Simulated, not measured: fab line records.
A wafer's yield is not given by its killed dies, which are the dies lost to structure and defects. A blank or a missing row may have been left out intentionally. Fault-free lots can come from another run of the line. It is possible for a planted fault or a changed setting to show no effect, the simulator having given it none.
Comparing a struck lot with a sound one :: flow sky130 :: 33 steps out of a route of 708
Sound: wafers L581.2, L581.3, L581.6. Struck: wafer L593.3. At the end, the cause is stated.
For every step that has rows: the tool of each side, followed by ch and its chambers, followed by its first start. Under that, the readings that differ: sound wafers :: struck wafers :: difference of the means :: sigmas: that difference in standard deviations of wafers without a fault.
alike: readings with means less than 2 such deviations apart, plus words and numbers identical on both sides. not compared: withheld readings, readings lacking a value on some wafer, bounds such as >300 that could conceal the same value, and numbers that have no deviation in the record and whose values overlap.
Wherever a step has rows on one side only, a row that says differs or no value, or a row with sigmas, the two part there. When numbers do not overlap yet have no deviation, they are printed without sigmas and do not part them. Lack of a reading on every wafer of one side parts them only where that side has two or more wafers.

first, 4 steps without rows for these wafers: SKY_METAL5_SOFTBAKE_10 (time 60 s); SKY_METAL5_EXPOSE_11 (exposes mask MM5, target cd 1600 nm); SKY_METAL5_PEB_12; SKY_METAL5_DEVELOP_13 (develop time 60 s).
SKY_METAL5_DESCUM_14: chemistry O2, time 11 s.
  sound on rieMetal-03 ch 0,1, day 46 23:28; struck on rieMetal-02 ch 0, day 49 07:35
  alike: drypumpMotorCurrentA, oesProductAu, tempC
  not compared: rfHoursCounterH
SKY_METAL5_METAL_ETCH_15: etches the open film in Cl2/BCl3, stops on SiO2, target depth 1260 nm, time 252 s.
  sound on rieMetal-03 ch 0,1, day 46 23:30; struck on rieMetal-02 ch 0, day 49 07:43
  alike: drypumpMotorCurrentA, oesProductAu, throttleValvePct
  not compared: rfHoursCounterH
SKY_METAL5_STRIP_16: strips in O2/N2.
  sound on plasmaAsher-03 ch 0,1, day 46 23:44; struck on plasmaAsher-01 ch 1, day 49 07:58
  alike: drypumpMotorCurrentA, oesProductAu, stripTimeToEndpointS
  not compared: rfHoursCounterH
then, 3 steps without rows for these wafers: SKY_METAL5_STRIP_17 (strips in post etch residue remover, time 1200 s); SKY_METAL5_CLEAN_18 (cleans in IPA, time 180 s); SKY_METAL5_CLEAN_19 (cleans in O3/DIW).
SKY_PASSIVATION_CVD_00: deposits SiO2, target thk 90 nm.
  sound on pecvd-02 ch 1,2, day 47 00:22; struck on pecvd-01 ch 1, day 49 08:34
  alike: heaterPowerOuterW, heaterPowerW
SKY_PASSIVATION_THK_MEAS_01:
  sound on filmMetro-03, day 47 00:24; struck on filmMetro-03, day 49 08:36
  alike: PASSIVATION_CVD_00_THK
SKY_PASSIVATION_CVD_02: deposits Si3N4, target thk 540 nm.
  sound on pecvd-04 ch 0,2, day 47 00:27; struck on pecvd-02 ch 0, day 49 08:38
reading: heaterPowerOuterW (W)
sound: 410 305 320
struck: 555
difference: +210
sigmas: +3

reading: heaterPowerW (W)
sound: 688 589 621
struck: 882
difference: +249
sigmas: +2

reading: model.Si3N4_of_PASSIVATION_CVD_02.thkNm (nm)
sound: 533.5 539.3 548.4
struck: 318.5
difference: -221.9
sigmas: 
SKY_PASSIVATION_THK_MEAS_03:
  sound on filmMetro-01, day 47 00:41; struck on filmMetro-04, day 49 09:08
reading: PASSIVATION_CVD_02_THK (nm)
sound: 533 539 549
struck: 319
difference: -221
sigmas: -29
  not compared: hold
then, 6 steps without rows for these wafers: SKY_PASSIVATION_HMDS_05 (prime time 60 s); SKY_PASSIVATION_COAT_06 (resist thk 3000 nm); SKY_PASSIVATION_SOFTBAKE_07; SKY_PASSIVATION_EXPOSE_08 (exposes mask NSM, target cd 3000 nm); SKY_PASSIVATION_PEB_09; SKY_PASSIVATION_DEVELOP_10 (develop time 60 s).
SKY_PASSIVATION_ETCH_11: etches the open film in CF4/O2, stops on AlCu, target depth 725 nm, time 161.1 s.
  sound on rieDiel-02 ch 0,1,2, day 47 19:52; struck on rieDiel-02 ch 2, day 50 01:37
reading: oesProductAu (a.u.)
sound: 0.973 0.976 0.970
struck: 0.788
difference: -0.185
sigmas: -24

reading: throttleValvePct (%)
sound: 5.970 5.970 5.955
struck: 5.905
difference: -0.060
sigmas: -7

reading: model.etch.depthNm (nm)
sound: 695.2 703.9 701.6
struck: 482.6
difference: -217.6
sigmas: 

reading: model.PASSIVATION.featureDepthNm (nm)
sound: 695.2 703.9 701.6
struck: 482.6
difference: -217.6
sigmas: 
  alike: drypumpMotorCurrentA
  not compared: rfHoursCounterH
SKY_PASSIVATION_STRIP_12: strips in O2/N2.
  sound on plasmaAsher-01 ch 0,1, day 47 19:58; struck on plasmaAsher-02 ch 1, day 50 01:45
  alike: drypumpMotorCurrentA, oesProductAu, stripTimeToEndpointS
  not compared: rfHoursCounterH
then, 7 steps without rows for these wafers: SKY_PAD_OPEN_DEHYDRATE_00 (time 60 s); SKY_PAD_OPEN_HMDS_01 (prime time 60 s); SKY_PAD_OPEN_COAT_02 (resist thk 3000 nm); SKY_PAD_OPEN_SOFTBAKE_03; SKY_PAD_OPEN_EXPOSE_04 (exposes mask PDM, target cd 60000 nm); SKY_PAD_OPEN_PEB_05; SKY_PAD_OPEN_DEVELOP_06 (develop time 60 s).
SKY_PAD_OPEN_ETCH_07: etches the open film in CF4/O2, stops on AlCu, target depth 725 nm, time 161.1 s.
  sound on rieDiel-01 ch 1,2,3, day 48 15:13; struck on rieDiel-02 ch 3, day 50 18:01
reading: oesProductAu (a.u.)
sound: 0.968 0.983 0.984
struck: 0.788
difference: -0.190
sigmas: -25

reading: throttleValvePct (%)
sound: 5.953 5.972 5.975
struck: 5.913
difference: -0.054
sigmas: -6

reading: model.etch.depthNm (nm)
sound: 695.2 703.9 712.5
struck: 482.6
difference: -221.3
sigmas: 

reading: model.PAD_OPEN.featureDepthNm (nm)
sound: 695.2 703.9 712.5
struck: 482.6
difference: -221.3
sigmas: 
  alike: drypumpMotorCurrentA
  not compared: rfHoursCounterH
then, 1 step without rows for these wafers: SKY_PAD_OPEN_STRIP_08 (strips in O2/N2).
SKY_PAD_OPEN_STRIP_09: strips in post etch residue remover, time 1200 s.
  sound on wetBench-04 ch 0, day 48 15:25; struck on wetBench-03 ch 2, day 50 18:13
reading: model.Si3N4_of_PASSIVATION_CVD_02.thkNm (nm)
sound: 533.2 539 548
struck: 318.1
difference: -222.0
sigmas: 
  alike: bathGuardTempC, tempC
then, 1 step without rows for these wafers: SKY_PAD_OPEN_CLEAN_10 (cleans in IPA, time 180 s).

## WHERE THEY PART
Last at SKY_PAD_OPEN_ETCH_07 as far as this record goes, first at SKY_PASSIVATION_CVD_02. Later steps at which nothing parts them and some readings are alike: SKY_PAD_OPEN_STRIP_09.

WHY: whatever the simulator had introduced
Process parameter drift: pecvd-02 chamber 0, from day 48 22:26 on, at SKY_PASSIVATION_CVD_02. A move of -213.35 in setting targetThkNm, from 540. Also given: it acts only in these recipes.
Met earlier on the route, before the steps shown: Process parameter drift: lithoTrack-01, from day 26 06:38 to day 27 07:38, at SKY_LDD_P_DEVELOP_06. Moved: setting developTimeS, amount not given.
